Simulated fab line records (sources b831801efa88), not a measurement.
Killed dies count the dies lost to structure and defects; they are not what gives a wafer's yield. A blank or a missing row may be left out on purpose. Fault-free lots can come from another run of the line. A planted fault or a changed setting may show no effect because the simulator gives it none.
Matching of chambers / flow sky130 / SKY_VIA2_CMP_24 on cmp-01: 4 sister chambers
The step polishes, stops on SiO2, t overpolish 20 s, target thk 0 nm. 7 wafers are shown with their chamber, then 8 later ones without.

== WAFERS PAIRED WITH THEIR CHAMBERS ==
wafer=L628.3; chamber=1; motor-current-A (A)=11.0; time-to-endpoint-s (s)=100
wafer=L628.4; chamber=0; motor-current-A (A)=11.5; time-to-endpoint-s (s)=100
wafer=L629.6; chamber=2; motor-current-A (A)=13.2; time-to-endpoint-s (s)=103
wafer=L631.1; chamber=3; motor-current-A (A)=10.4; time-to-endpoint-s (s)=100
wafer=L631.3; chamber=2; motor-current-A (A)=12.9; time-to-endpoint-s (s)=107
wafer=L631.5; chamber=1; motor-current-A (A)=11.6; time-to-endpoint-s (s)=101
wafer=L632.3; chamber=3; motor-current-A (A)=10.6; time-to-endpoint-s (s)=101

== WAFERS WITHOUT THEIR CHAMBER ==
wafer=L632.4; motor-current-A (A)=10.4; time-to-endpoint-s (s)=98
wafer=L632.6; motor-current-A (A)=11.2; time-to-endpoint-s (s)=100
wafer=L633.1; motor-current-A (A)=12.9; time-to-endpoint-s (s)=104
wafer=L633.5; motor-current-A (A)=11.9; time-to-endpoint-s (s)=97
wafer=L633.6; motor-current-A (A)=11.3; time-to-endpoint-s (s)=100
wafer=L635.1; motor-current-A (A)=12.9; time-to-endpoint-s (s)=103
wafer=L635.2; motor-current-A (A)=10.4; time-to-endpoint-s (s)=99
wafer=L635.5; motor-current-A (A)=10.8; time-to-endpoint-s (s)=99

== WHICH CHAMBER EACH ONE RAN IN ==
wafer=L632.4; from the rows above=can't be placed: 3 or 1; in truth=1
wafer=L632.6; from the rows above=can't be placed: 1 or 0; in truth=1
wafer=L633.1; from the rows above=2; in truth=2
wafer=L633.5; from the rows above=can't be placed: 0 or 1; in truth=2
wafer=L633.6; from the rows above=can't be placed: 1 or 0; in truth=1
wafer=L635.1; from the rows above=2; in truth=2
wafer=L635.2; from the rows above=3; in truth=3
wafer=L635.5; from the rows above=can't be placed: 3 or 1 or 0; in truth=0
Correct placement for 3 of the 8. These rows do not allow placing 5 (true chamber among the candidates in 4). Placed wrongly: 0.
How it was worked out, from the rows above alone: a wafer's distance from a chamber is the root of the sum, over the readings, of the square of ((its reading less the chamber's mean) divided by the reading's scatter). The wafer belongs to the nearest chamber; if the next one is less than 2 further off, it can't be placed. The mean given for a chamber averages the wafers shown for that chamber. The scatter: the root of (the sum of the squares of (reading less its chamber's mean) over the shown wafers, divided by (wafers less chambers)).
